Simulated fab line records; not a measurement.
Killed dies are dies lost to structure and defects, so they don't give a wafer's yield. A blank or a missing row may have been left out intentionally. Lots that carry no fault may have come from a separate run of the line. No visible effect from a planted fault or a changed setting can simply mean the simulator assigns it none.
fab line records	flow sky130
record: lots: 9	wafers: 27	last-day: 50
route steps=708 shown METAL3@533 CAPM@538 PAD_OPEN@708
lots that met no fault: taken from a fault-free run of the same line
start-h: hours from the record's first day to the start of the lot's first wafer shown	wait-h: hours from the lot's prior step to this one	" as in the row above	L1.1+2: a row that stands for several wafers	- value missing, or start not given	* or withheld: withheld	< > ~ a bound
route shown NAME@n: NAME is a module with steps in the file, n the number in the route of the first one	usual: the fault-free wafers' mean and standard deviation	same: alike in all rows	chamber/n: place in a boat	sites: the reading at each site	_std_site: how widely they spread, as a standard deviation	_edge_site: outer sites' mean less inner sites'	radius-mm: how far each site lies from the wafer's centre	mask NAME#n: copy n	behind: the last tool/chamber to shape the wafer	hold: why the lot was held/for how many hours/how that ended	device: the transistor (n, p or np) that didn't switch	end of line: tests run on the same wafers once the route is complete	step lacking rows: just its recipe	killed: dies lost to structure and defects at the first sort, not the wafer's yield	map: the dies of a wafer, with x for killed, . for not killed, _ for no die there
set.NAME: the setting as run; set.NAME@STEP: as run at that earlier step	model.NAME: the simulator's own value behind a step, which no gauge read
route steps across a sampled set of lots; one table per step, one row per wafer
services: a tool's chamber out of use, with start hour (start-h, from the record's first day; less than 0 if before it), hours out, and reason
== steps ==
step: SKY_METAL3_SPUTTER_01
recipe: material: TiN	target-thk-nm: 20	power-w: 6500	time-s: 16.7	chamber-pressure-pa: 0.4
usual: chamber-pressure-pa: 0.4000/0.00085	throttle-valve-pct: 29.6/1.1
lot.wafer	tool	chamber	start-h	wait-h	chamber-pressure-pa	throttle-valve-pct
L393.3	pvd-sputter-02	-	856.21	0.0	0.3999	29.5
L393.5	"	-	"	"	0.4003	31.5
L393.6	"	-	"	"	0.4007	31.9
L394.1	pvd-sputter-02	-	860.97	0.0	0.4003	32.1
L394.2	"	-	"	"	0.3999	30.0
L394.3	"	-	"	"	0.3985	31.2
L398.1	pvd-sputter-03	-	896.54	0.0	0.3999	28.5
L398.3	"	-	"	"	0.3993	30.2
L398.5	"	-	"	"	0.3996	28.9
L402.2	pvd-sputter-03	-	940.39	0.0	0.4002	30.6
L402.5	"	-	"	"	0.4009	30.1
L402.6	"	-	"	"	0.4013	29.3
L404.1	pvd-sputter-02	-	942.92	0.0	0.4008	28.9
L404.3	"	-	"	"	0.4017	31.3
L404.4	"	-	"	"	0.4002	29.9
L410.4	pvd-sputter-01	-	984.56	0.0	0.4009	29.2
L410.5	"	-	"	"	0.3996	28.6
L410.6	"	-	"	"	0.4001	28.3
L411.2	pvd-sputter-01	-	988.43	0.0	0.4002	28.1
L411.5	"	-	"	"	0.3994	29.4
L411.6	"	-	"	"	0.4004	28.4
L413.1	pvd-sputter-01	-	996.46	0.0	0.3993	29.1
L413.2	"	-	"	"	0.3989	28.4
L413.5	"	-	"	"	0.4003	29.5
L412.3	pvd-sputter-01	-	998.36	0.0	0.4014	29.3
L412.4	"	-	"	"	0.4001	28.2
L412.5	"	-	"	"	0.4007	29.1
step: SKY_METAL3_SPUTTER_04
recipe: material: TiN	target-thk-nm: 70	power-w: 6500	time-s: 58.3	chamber-pressure-pa: 0.4
usual: chamber-pressure-pa: 0.4000/0.00079	throttle-valve-pct: 29.6/1.1
lot.wafer	tool	chamber	start-h	wait-h	chamber-pressure-pa	throttle-valve-pct
L393.3	pvd-sputter-02	-	856.30	0.0	0.4004	29.9
L393.5	"	-	"	"	0.4001	31.0
L393.6	"	-	"	"	0.4000	31.9
L394.1	pvd-sputter-02	-	861.06	0.0	0.4015	31.7
L394.2	"	-	"	"	0.4000	30.0
L394.3	"	-	"	"	0.3986	31.2
L398.1	pvd-sputter-03	-	896.62	0.0	0.4007	28.5
L398.3	"	-	"	"	0.3994	30.4
L398.5	"	-	"	"	0.3991	28.7
L402.2	pvd-sputter-03	-	940.48	0.0	0.4005	30.4
L402.5	"	-	"	"	0.3983	30.2
L402.6	"	-	"	"	0.3997	29.4
L404.1	pvd-sputter-02	-	943.01	0.0	0.4018	28.8
L404.3	"	-	"	"	0.4010	31.2
L404.4	"	-	"	"	0.4006	29.9
L410.4	pvd-sputter-01	-	984.64	0.0	0.4001	29.3
L410.5	"	-	"	"	0.3991	28.6
L410.6	"	-	"	"	0.3999	28.1
L411.2	pvd-sputter-01	-	988.52	0.0	0.3997	28.2
L411.5	"	-	"	"	0.4004	29.3
L411.6	"	-	"	"	0.3990	28.3
L413.1	pvd-sputter-01	-	996.54	0.0	0.3995	29.4
L413.2	"	-	"	"	0.4002	28.2
L413.5	"	-	"	"	0.3998	29.6
L412.3	pvd-sputter-01	-	998.44	0.0	0.4016	29.2
L412.4	"	-	"	"	0.3985	28.4
L412.5	"	-	"	"	0.4004	29.1
step: SKY_CAPM_THK_MEAS_01
recipe: reads: SiO2_of_CAPM_CVD_00
usual: CAPM_CVD_00_THK: 15.51/0.26
lot.wafer	tool	chamber	start-h	wait-h	CAPM_CVD_00_THK[nm]
L393.3	film-metro-01	-	856.39	-	15.09
L393.5	"	-	"	"	15.97
L393.6	"	-	"	"	15.36
L394.1	film-metro-02	-	861.13	-	15.50
L394.2	"	-	"	"	15.55
L394.3	"	-	"	"	15.53
L398.1	film-metro-01	-	896.69	-	15.54
L398.3	"	-	"	"	15.83
L398.5	"	-	"	"	16.09
L402.2	film-metro-02	-	940.56	-	15.80
L402.5	"	-	"	"	15.81
L402.6	"	-	"	"	15.64
L404.1	film-metro-01	-	943.08	-	15.41
L404.3	"	-	"	"	15.47
L404.4	"	-	"	"	15.86
L410.4	film-metro-02	-	984.74	-	15.71
L410.5	"	-	"	"	15.57
L410.6	"	-	"	"	15.70
L411.2	film-metro-04	-	988.61	-	15.08
L411.5	"	-	"	"	15.57
L411.6	"	-	"	"	15.49
L413.1	film-metro-04	-	996.61	-	15.47
L413.2	"	-	"	"	15.34
L413.5	"	-	"	"	15.51
L412.3	film-metro-01	-	998.53	-	15.01
L412.4	"	-	"	"	15.49
L412.5	"	-	"	"	15.59
step: SKY_CAPM_SPUTTER_02
recipe: material: TiN	target-thk-nm: 200	temp-c: 300	power-w: 6500	time-s: 166.7	chamber-pressure-pa: 0.4
usual: chamber-pressure-pa: 0.3999/0.00076	substrate-temp-c: 300.02/0.21	throttle-valve-pct: 30.2/0.9
lot.wafer	tool	chamber	start-h	wait-h	chamber-pressure-pa	substrate-temp-c	throttle-valve-pct
L393.3	pvd-sputter-03	-	856.43	0.0	0.3989	299.99	30.0
L393.5	"	-	"	"	0.3989	300.63	28.6
L393.6	"	-	"	"	0.4004	299.78	30.3
L394.1	pvd-sputter-04	-	861.19	0.1	0.3990	299.91	31.2
L394.2	"	-	"	"	0.4007	299.98	29.9
L394.3	"	-	"	"	0.4001	299.96	29.7
L398.1	pvd-sputter-04	-	896.75	0.1	0.4001	300.12	30.5
L398.3	"	-	"	"	0.3988	299.61	29.5
L398.5	"	-	"	"	0.3996	300.05	30.4
L402.2	pvd-sputter-02	-	940.61	0.0	0.4005	300.27	28.7
L402.5	"	-	"	"	0.4007	300.06	28.7
L402.6	"	-	"	"	0.3993	300.13	31.9
L404.1	pvd-sputter-04	-	943.14	0.1	0.4009	300.41	30.5
L404.3	"	-	"	"	0.3996	299.93	31.3
L404.4	"	-	"	"	0.3996	300.31	29.6
L410.4	pvd-sputter-04	-	984.77	0.0	0.3996	300.04	30.6
L410.5	"	-	"	"	0.4009	299.82	29.8
L410.6	"	-	"	"	0.3996	299.70	31.2
L411.2	pvd-sputter-04	-	988.66	0.0	0.4003	300.32	31.0
L411.5	"	-	"	"	0.4001	300.30	29.7
L411.6	"	-	"	"	0.4013	300.13	31.2
L413.1	pvd-sputter-03	-	996.67	0.1	0.3993	299.94	30.2
L413.2	"	-	"	"	0.4002	299.98	28.2
L413.5	"	-	"	"	0.3999	300.10	30.3
L412.3	pvd-sputter-02	-	998.57	0.0	0.3992	299.92	32.1
L412.4	"	-	"	"	0.3997	300.37	29.8
L412.5	"	-	"	"	0.4012	300.37	29.1
step: SKY_CAPM_RS_MEAS_03
recipe: thk-meas-gauge: four-point-probe	reads: TiN_of_CAPM_SPUTTER_02
usual: CAPM_TIN_RS: 6.90/0.073
lot.wafer	tool	chamber	start-h	wait-h	hold	CAPM_TIN_RS[ohm/sq]
L393.3	film-metro-02	-	856.58	0.1	-	6.94
L393.5	"	-	"	"	-	7.02
L393.6	"	-	"	"	-	6.94
L394.1	film-metro-04	-	861.30	0.1	-	6.83
L394.2	"	-	"	"	-	6.88
L394.3	"	-	"	"	-	6.92
L398.1	film-metro-04	-	896.86	0.1	-	6.95
L398.3	"	-	"	"	-	6.95
L398.5	"	-	"	"	-	6.97
L402.2	film-metro-01	-	940.74	0.1	-	6.99
L402.5	"	-	"	"	-	6.95
L402.6	"	-	"	"	-	6.93
L404.1	film-metro-02	-	943.25	0.1	-	6.88
L404.3	"	-	"	"	-	6.85
L404.4	"	-	"	"	-	6.82
L410.4	film-metro-01	-	984.94	0.1	await-dispo/0.2h/release	7.42
L410.5	"	-	"	"	await-dispo/0.2h/release	7.42
L410.6	"	-	"	"	await-dispo/0.2h/release	7.46
L410.4	film-metro-01	-	985.23	0.3	-	7.41
L410.5	"	-	"	"	-	7.44
L410.6	"	-	"	"	-	7.44
L411.2	film-metro-02	-	988.79	0.1	await-dispo/0.2h/release	7.36
L411.5	"	-	"	"	await-dispo/0.2h/release	7.42
L411.6	"	-	"	"	await-dispo/0.2h/release	7.40
L411.2	film-metro-02	-	989.07	0.3	-	7.36
L411.5	"	-	"	"	-	7.42
L411.6	"	-	"	"	-	7.38
L413.1	film-metro-04	-	996.78	0.1	-	6.89
L413.2	"	-	"	"	-	6.99
L413.5	"	-	"	"	-	6.93
L412.3	film-metro-02	-	998.72	0.1	-	6.84
L412.4	"	-	"	"	-	6.82
L412.5	"	-	"	"	-	6.81
step: SKY_CAPM_THK_MEAS_04
recipe: thk-meas-gauge: xrf	reads: TiN_of_CAPM_SPUTTER_02
usual: CAPM_TIN_THK: 199.4/2.5
lot.wafer	tool	chamber	start-h	wait-h	hold	CAPM_TIN_THK[nm]
L393.3	film-metro-02	-	856.68	0.1	-	197.7
L393.5	"	-	"	"	-	197.2
L393.6	"	-	"	"	-	198.8
L394.1	film-metro-04	-	861.42	0.1	-	200.6
L394.2	"	-	"	"	-	198.4
L394.3	"	-	"	"	-	197.8
L398.1	film-metro-04	-	896.98	0.1	-	197.9
L398.3	"	-	"	"	-	198.2
L398.5	"	-	"	"	-	198.5
L402.2	film-metro-01	-	940.85	0.1	-	196.5
L402.5	"	-	"	"	-	198.1
L402.6	"	-	"	"	-	198.7
L404.1	film-metro-02	-	943.37	0.1	-	200.0
L404.3	"	-	"	"	-	201.0
L404.4	"	-	"	"	-	201.8
L410.4	film-metro-01	-	988.54	3.3	await-dispo/0.2h/release	185.5
L410.5	"	-	"	"	await-dispo/0.2h/release	185.9
L410.6	"	-	"	"	await-dispo/0.2h/release	184.0
L410.4	film-metro-01	-	988.77	0.2	-	182.9
L410.5	"	-	"	"	-	184.2
L410.6	"	-	"	"	-	184.6
L411.2	film-metro-02	-	990.41	1.3	await-dispo/0.2h/release	188.1
L411.5	"	-	"	"	await-dispo/0.2h/release	187.7
L411.6	"	-	"	"	await-dispo/0.2h/release	186.8
L411.2	film-metro-02	-	990.63	0.2	-	188.0
L411.5	"	-	"	"	-	186.4
L411.6	"	-	"	"	-	186.7
L413.1	film-metro-04	-	996.90	0.1	-	200.6
L413.2	"	-	"	"	-	197.1
L413.5	"	-	"	"	-	198.2
L412.3	film-metro-02	-	998.82	0.1	-	201.4
L412.4	"	-	"	"	-	202.7
L412.5	"	-	"	"	-	203.1
step: SKY_CAPM_METAL_ETCH_13
recipe: target-depth-nm: 220	stop-on: SiO2	chemistry: Cl2/BCl3	target: TiN	pressure-mtorr: 10	icp-w: 900	bias-w: 48.5	Cl2_flow_sccm: 60	bcl3-flow-sccm: 30	time-s: 62.9
usual: bcl3-flow-sccm: 29.98/0.089	drypump-motor-current-A: 5.8/0.34	oes-product-au: 0.942/0.0074	throttle-valve-pct: 21.902/0.01
lot.wafer	tool	chamber	start-h	wait-h	bcl3-flow-sccm	drypump-motor-current-A	oes-product-au	rf-hours-counter-h	throttle-valve-pct
L393.3	rie-metal-04	1	883.26	0.0	29.92	5.3	0.939	-	21.920
L393.5	"	1	"	"	29.91	5.3	0.931	-	21.910
L393.6	"	0	"	"	29.86	6.1	0.939	-	21.892
L394.1	rie-metal-02	0	887.13	0.0	30.07	6.2	0.948	7	21.900
L394.2	"	1	"	"	30.04	5.8	0.941	15	21.895
L394.3	"	1	"	"	30.07	5.9	0.942	-	21.889
L398.1	rie-metal-03	1	920.95	0.0	29.87	5.7	0.937	1	21.906
L398.3	"	1	"	"	29.89	5.7	0.941	-	21.913
L398.5	"	1	"	"	29.97	5.7	0.942	-	21.902
L402.2	rie-metal-04	1	964.72	0.0	30.07	5.4	0.926	1	21.913
L402.5	"	1	"	"	30.04	5.3	0.940	-	21.914
L402.6	"	0	"	"	29.96	6.2	0.943	-	21.902
L404.1	rie-metal-02	1	967.72	0.0	29.97	5.9	0.939	19	21.903
L404.3	"	1	"	"	29.99	5.9	0.949	-	21.895
L404.4	"	0	"	"	29.84	6.2	0.948	-	21.898
L410.4	rie-metal-04	0	1007.91	0.0	30.01	6.2	0.899	-	21.937
L410.5	"	0	"	"	29.87	6.2	0.906	-	21.928
L410.6	"	1	"	"	29.90	5.3	0.898	-	21.913
L411.2	rie-metal-04	1	1011.79	0.0	29.90	5.3	0.904	4	21.925
L411.5	"	0	"	"	30.05	6.2	0.900	-	21.938
L411.6	"	1	"	"	29.88	5.3	0.904	-	21.922
L413.1	rie-metal-03	1	1018.87	0.0	30.05	5.7	0.941	7	21.908
L413.2	"	0	"	"	29.88	5.7	0.934	5	21.906
L413.5	"	1	"	"	30.02	5.7	0.947	-	21.888
L412.3	rie-metal-04	1	1021.75	0.0	29.84	5.3	0.946	-	21.904
L412.4	"	0	"	"	30.19	6.2	0.936	-	21.885
L412.5	"	1	"	"	29.78	5.3	0.943	-	21.896
step: SKY_PAD_OPEN_PROBE_99
usual: defect-limited-yield: 82.4/1.8	killed_at_M0_to_M3: 44/6.4	killed_at_M4_up: 3.6/2.1	killed-at-contacts: 23/5.1	killed-at-front-end: 15/4.3	killed-at-other: 0.3/0.56	killed-dies: 86/9	killed-open: 47/6.4	killed-short: 39/5.8	sort_bin_3_pad_short: 0.8/0.46	sort_bin_5_function: 10.4/1.4	sort_bin_6_memory: 6.4/1.1	sort-n-pass: 406/9	sort-yield-pct: 82.4/1.8
same: gross-dies: 492	killed-at-back-side: 0	sort_bin_4_leakage[%]: 0	sort_bin_8_speed[%]: 0
lot.wafer	tool	chamber	start-h	wait-h	defect-limited-yield[%]	killed_at_M0_to_M3	killed_at_M4_up	killed-at-contacts	killed-at-front-end	killed-at-other	killed-dies	killed-open	killed-short	sort_bin_3_pad_short[%]	sort_bin_5_function[%]	sort_bin_6_memory[%]	sort-n-pass	sort-yield-pct[%]
L393.3	prober-02	-	1081.77	0.2	82.1	51	4	23	10	0	88	54	34	0.2	10.2	7.5	404	82.1
L393.5	prober-02	-	1081.87	0.2	80.7	53	4	20	16	2	95	44	51	1.2	10.6	7.5	397	80.7
L393.6	prober-02	-	1081.92	0.2	80.5	43	9	27	17	0	96	52	44	1.2	12.4	5.9	396	80.5
L394.1	prober-01	-	1084.65	0.1	84.6	43	2	18	13	0	76	44	32	0.4	10.6	4.5	416	84.6
L394.2	prober-01	-	1084.70	0.1	85.8	33	3	11	23	0	70	35	35	0.8	8.1	5.3	422	85.8
L394.3	prober-01	-	1084.75	0.2	85.4	45	1	19	7	0	72	44	28	0.6	7.9	6.1	420	85.4
L398.1	prober-02	-	1112.93	0.1	83.9	42	3	20	14	0	79	46	33	0.6	11.6	3.9	413	83.9
L398.3	prober-02	-	1113.03	0.2	82.3	47	1	20	18	1	87	43	43	2.0	10.2	5.5	405	82.3
L398.5	prober-02	-	1113.13	0.2	83.9	38	3	19	19	0	79	44	35	0.8	8.3	6.9	413	83.9
L402.2	prober-02	-	1137.28	0.1	82.5	40	9	24	12	1	86	48	37	0	11.4	6.1	406	82.5
L402.5	prober-02	-	1137.43	0.2	82.3	53	5	16	12	1	87	54	32	0.4	9.8	7.5	405	82.3
L402.6	prober-02	-	1137.48	0.2	82.1	47	7	24	9	1	88	40	47	1.4	12.4	4.1	404	82.1
L404.1	prober-02	-	1140.83	0.1	81.7	40	8	29	13	0	90	42	48	0.6	12.2	5.5	402	81.7
L404.3	prober-02	-	1140.93	0.2	83.9	37	6	24	12	0	79	43	36	0.2	8.5	7.3	413	83.9
L404.4	prober-02	-	1140.98	0.2	82.1	47	3	24	14	0	88	47	41	0.8	11.0	6.1	404	82.1
L410.4	prober-02	-	1176.08	0.2	82.3	41	2	25	19	0	87	47	40	1.2	9.6	6.9	405	82.3
L410.5	prober-02	-	1176.13	0.2	84.8	47	2	17	8	1	75	41	34	0.8	7.9	6.5	417	84.8
L410.6	prober-02	-	1176.18	0.2	82.1	48	7	18	15	0	88	53	35	0.6	10.2	7.1	404	82.1
L411.2	prober-01	-	1185.16	0.1	81.9	40	7	22	20	0	89	56	31	0.6	8.9	8.5	403	81.9
L411.5	prober-01	-	1185.31	0.2	85.4	35	4	20	13	0	72	35	37	0.4	8.9	5.3	420	85.4
L411.6	prober-01	-	1185.36	0.2	77.8	54	5	27	22	1	109	53	54	1.8	12.6	7.7	383	77.8
L413.1	prober-02	-	1187.15	0.1	83.3	50	0	17	15	0	82	50	32	0.8	11.0	4.9	410	83.3
L413.2	prober-02	-	1187.20	0.1	79.7	43	4	35	17	1	100	59	41	1.8	10.0	8.5	392	79.7
L413.5	prober-02	-	1187.35	0.2	84.1	41	4	22	11	0	78	44	34	0.8	9.1	5.9	414	84.1
L412.3	prober-01	-	1190.43	0.2	84.8	38	4	24	8	1	75	37	38	1.2	7.9	6.1	417	84.8
L412.4	prober-01	-	1190.48	0.2	81.1	50	4	25	14	0	93	52	41	0.6	12.4	5.9	399	81.1
L412.5	prober-01	-	1190.53	0.2	80.5	53	2	27	13	1	96	51	45	0.8	11.6	7.1	396	80.5
killed by level:class
L393.3 VIA1:geometric-particle:open=13 VIA2:geometric-particle:open=10 CONTACT:geometric-particle:open=9 VIA3:geometric-particle:open=8 METAL1:geometric-particle:short=7 LOCAL_INTERCONNECT:geometric-particle:short=5 LI_CONTACT:geometric-particle:open=4 FIELD_ISO:geometric-particle:open=3
L393.5 VIA1:geometric-particle:open=13 METAL2:geometric-particle:short=8 VIA2:geometric-particle:open=8 LI_CONTACT:geometric-particle:open=7 LI_CONTACT:geometric-particle:short=5 METAL1:geometric-particle:short=5 VIA3:geometric-particle:open=5 POLY_GATE:geometric-particle:short=4
L393.6 VIA2:geometric-particle:open=10 CONTACT:geometric-particle:open=9 METAL4:geometric-particle:short=8 LI_CONTACT:geometric-particle:open=7 VIA1:geometric-particle:open=7 VIA1:geometric-particle:short=6 VIA3:geometric-particle:open=5 FIELD_ISO:geometric-particle:open=4
L394.1 VIA1:geometric-particle:open=11 VIA3:geometric-particle:open=10 POLY_GATE:geometric-particle:open=5 LI_CONTACT:geometric-particle:open=5 CONTACT:geometric-particle:open=5 CONTACT:geometric-particle:short=5 VIA2:geometric-particle:open=5 VIA2:geometric-particle:short=4
L394.2 CONTACT:geometric-particle:open=8 VIA1:geometric-particle:open=8 METAL2:geometric-particle:short=8 POLY_GATE:geometric-particle:short=6 FIELD_ISO:geometric-particle:short=5 POLY_GATE:geometric-particle:open=5 METAL1:geometric-particle:short=5 VIA1:geometric-particle:short=4
L394.3 VIA1:geometric-particle:open=11 VIA3:geometric-particle:open=8 CONTACT:geometric-particle:open=7 LI_CONTACT:geometric-particle:open=6 VIA2:geometric-particle:open=6 VIA3:geometric-particle:short=5 CONTACT:geometric-particle:short=3 METAL1:geometric-particle:short=3
L398.1 METAL1:geometric-particle:short=12 VIA1:geometric-particle:open=10 CONTACT:geometric-particle:open=8 FIELD_ISO:geometric-particle:open=5 LI_CONTACT:geometric-particle:open=5 LOCAL_INTERCONNECT:geometric-particle:short=5 POLY_GATE:geometric-particle:open=4 METAL1:geometric-particle:open=3
L398.3 VIA1:geometric-particle:open=11 METAL2:geometric-particle:short=8 CONTACT:geometric-particle:open=7 METAL1:geometric-particle:short=7 LI_CONTACT:geometric-particle:open=5 VIA1:geometric-particle:short=5 VIA2:geometric-particle:open=5 FIELD_ISO:geometric-particle:open=4
L398.5 CONTACT:geometric-particle:open=10 VIA1:geometric-particle:open=8 FIELD_ISO:geometric-particle:short=7 VIA3:geometric-particle:open=6 VIA2:geometric-particle:open=6 FIELD_ISO:geometric-particle:open=4 POLY_GATE:geometric-particle:open=4 LOCAL_INTERCONNECT:geometric-particle:short=4
L402.2 VIA1:geometric-particle:open=12 LI_CONTACT:geometric-particle:open=7 VIA3:geometric-particle:open=7 CONTACT:geometric-particle:open=6 CONTACT:geometric-particle:short=6 VIA2:geometric-particle:open=6 METAL4:geometric-particle:short=6 VIA1:geometric-particle:short=4
L402.5 VIA1:geometric-particle:open=19 VIA1:geometric-particle:short=7 VIA2:geometric-particle:open=7 CONTACT:geometric-particle:open=6 VIA3:geometric-particle:open=6 CONTACT:geometric-particle:short=5 METAL2:geometric-particle:short=5 FIELD_ISO:geometric-particle:open=4
L402.6 METAL1:geometric-particle:short=9 LI_CONTACT:geometric-particle:open=7 CONTACT:geometric-particle:short=6 CONTACT:geometric-particle:open=6 VIA1:geometric-particle:open=6 VIA3:geometric-particle:open=6 METAL2:geometric-particle:short=5 METAL4:geometric-particle:short=5
L404.1 LI_CONTACT:geometric-particle:open=13 VIA3:geometric-particle:open=8 CONTACT:geometric-particle:open=7 POLY_GATE:geometric-particle:short=6 CONTACT:geometric-particle:short=6 METAL1:geometric-particle:short=6 FIELD_ISO:geometric-particle:short=5 VIA1:geometric-particle:short=5
L404.3 CONTACT:geometric-particle:open=14 CONTACT:geometric-particle:short=6 VIA2:geometric-particle:open=6 VIA1:geometric-particle:short=6 POLY_GATE:geometric-particle:open=5 VIA1:geometric-particle:open=5 FIELD_ISO:geometric-particle:short=4 VIA3:geometric-particle:short=4
L404.4 CONTACT:geometric-particle:open=10 VIA1:geometric-particle:open=10 METAL2:geometric-particle:short=9 VIA3:geometric-particle:open=8 VIA2:geometric-particle:open=6 CONTACT:geometric-particle:short=5 LI_CONTACT:geometric-particle:short=4 FIELD_ISO:geometric-particle:open=3
L410.4 CONTACT:geometric-particle:open=9 VIA1:geometric-particle:open=9 POLY_GATE:geometric-particle:open=6 LI_CONTACT:geometric-particle:open=6 VIA3:geometric-particle:open=6 CONTACT:geometric-particle:short=5 METAL2:geometric-particle:short=5 VIA2:geometric-particle:short=5
L410.5 VIA1:geometric-particle:open=10 VIA3:geometric-particle:open=8 CONTACT:geometric-particle:open=7 VIA1:geometric-particle:short=6 METAL1:geometric-particle:short=5 VIA2:geometric-particle:open=5 CONTACT:geometric-particle:short=4 VIA3:geometric-particle:short=4
L410.6 VIA1:geometric-particle:open=14 VIA3:geometric-particle:open=11 CONTACT:geometric-particle:short=6 POLY_GATE:geometric-particle:open=5 METAL1:geometric-particle:short=5 METAL2:geometric-particle:short=5 CONTACT:geometric-particle:open=5 VIA2:geometric-particle:open=5
L411.2 VIA3:geometric-particle:open=13 CONTACT:geometric-particle:open=12 VIA1:geometric-particle:short=7 FIELD_ISO:geometric-particle:open=5 FIELD_ISO:geometric-particle:short=5 VIA1:geometric-particle:open=5 VIA2:geometric-particle:open=5 POLY_GATE:geometric-particle:open=4
L411.5 VIA3:geometric-particle:open=8 CONTACT:geometric-particle:open=7 METAL1:geometric-particle:short=6 VIA1:geometric-particle:open=6 POLY_GATE:geometric-particle:short=5 FIELD_ISO:geometric-particle:open=4 FIELD_ISO:geometric-particle:short=4 LI_CONTACT:geometric-particle:open=4
L411.6 FIELD_ISO:geometric-particle:short=13 VIA1:geometric-particle:open=12 METAL2:geometric-particle:short=10 CONTACT:geometric-particle:open=10 VIA1:geometric-particle:short=8 CONTACT:geometric-particle:short=7 VIA2:geometric-particle:open=7 FIELD_ISO:geometric-particle:open=5
L413.1 VIA1:geometric-particle:open=11 VIA3:geometric-particle:open=9 METAL1:geometric-particle:short=8 CONTACT:geometric-particle:open=7 POLY_GATE:geometric-particle:open=6 VIA2:geometric-particle:open=6 VIA2:geometric-particle:short=4 LI_CONTACT:geometric-particle:open=4
L413.2 CONTACT:geometric-particle:open=14 VIA1:geometric-particle:open=12 CONTACT:geometric-particle:short=9 VIA3:geometric-particle:open=6 LI_CONTACT:geometric-particle:open=5 LOCAL_INTERCONNECT:geometric-particle:short=5 METAL1:geometric-particle:open=5 POLY_GATE:geometric-particle:short=4
L413.5 VIA1:geometric-particle:open=11 VIA2:geometric-particle:open=7 VIA3:geometric-particle:open=7 LI_CONTACT:geometric-particle:open=6 CONTACT:geometric-particle:short=5 CONTACT:geometric-particle:open=5 VIA1:geometric-particle:short=5 METAL2:geometric-particle:short=5
L412.3 VIA1:geometric-particle:open=10 LI_CONTACT:geometric-particle:open=7 LI_CONTACT:geometric-particle:short=6 VIA3:geometric-particle:open=6 CONTACT:geometric-particle:open=5 FIELD_ISO:geometric-particle:short=4 VIA2:geometric-particle:short=4 METAL3:geometric-particle:short=4
L412.4 VIA1:geometric-particle:open=13 CONTACT:geometric-particle:open=9 METAL1:geometric-particle:short=7 VIA1:geometric-particle:short=7 VIA2:geometric-particle:open=7 LI_CONTACT:geometric-particle:open=6 CONTACT:geometric-particle:short=6 FIELD_ISO:geometric-particle:short=4
L412.5 VIA1:geometric-particle:open=13 VIA2:geometric-particle:open=11 CONTACT:geometric-particle:open=9 LI_CONTACT:geometric-particle:open=8 METAL2:geometric-particle:short=8 CONTACT:geometric-particle:short=5 METAL1:geometric-particle:short=5 VIA1:geometric-particle:short=4
== services ==
tool	chamber	start-h	hours	kind
pvd-sputter-01	3	838.05	-	consumable-replace:kit
pvd-sputter-01	3	838.05	18.0	scheduled-down
pvd-sputter-01	3	838.05	18.0	vent-cycle
pvd-sputter-02	2	856.35	-	consumable-replace:kit
pvd-sputter-02	2	856.35	18.0	scheduled-down
pvd-sputter-02	2	856.35	18.0	vent-cycle
rie-metal-02	-	865.87	1.2	repair
pvd-sputter-03	1	882.75	-	consumable-replace:kit
rie-metal-02	0	903.72	4.0	repair
pvd-sputter-04	-	917.42	2.3	repair
pvd-sputter-01	2	936.80	-	consumable-replace:kit
pvd-sputter-01	2	936.80	18.0	scheduled-down
pvd-sputter-01	2	936.80	18.0	vent-cycle
rie-metal-04	-	956.59	0.4	repair
rie-metal-03	-	963.67	1.1	repair
rie-metal-04	0	965.27	18.7	repair
rie-metal-04	-	968.31	1.9	repair
rie-metal-04	-	974.83	5.6	repair
rie-metal-03	-	993.61	2.8	pm
pvd-sputter-02	1	1008.60	-	consumable-replace:kit
pvd-sputter-02	1	1008.60	18.0	scheduled-down
pvd-sputter-02	1	1008.60	18.0	vent-cycle
pvd-sputter-02	-	1013.22	1.3	repair
rie-metal-02	0	1018.10	22.7	repair
== key ==
first-sign: step: SKY_CAPM_RS_MEAS_03	reading: visit	direction: added
effect: step: SKY_CAPM_RS_MEAS_03	reading: CAPM_TIN_RS	direction: up	sigmas: 7.1	usual: 6.90	struck: 7.41
effect: step: SKY_CAPM_THK_MEAS_04	reading: visit	direction: added
effect: step: SKY_CAPM_THK_MEAS_04	reading: CAPM_TIN_THK	direction: down	sigmas: 5.1	usual: 199.4	struck: 186.3
effect: step: SKY_CAPM_METAL_ETCH_13	reading: oes-product-au	direction: down	sigmas: 5.5	usual: 0.942	struck: 0.902
met-at SKY_CAPM_SPUTTER_02
struck-lots L410,L411
not-acting-at SKY_METAL3_SPUTTER_01,SKY_METAL3_SPUTTER_04,SKY_CAPM_THK_MEAS_01
onset-between 943.14 984.77
fault: kind: process-parameter-drift	tool: pvd-sputter-04	chamber: -	onset-h: 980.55	steps: SKY_CAPM_SPUTTER_02	channel: time-s	offset: *	shape: step	end-h: 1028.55	acts-in: *	stated: *
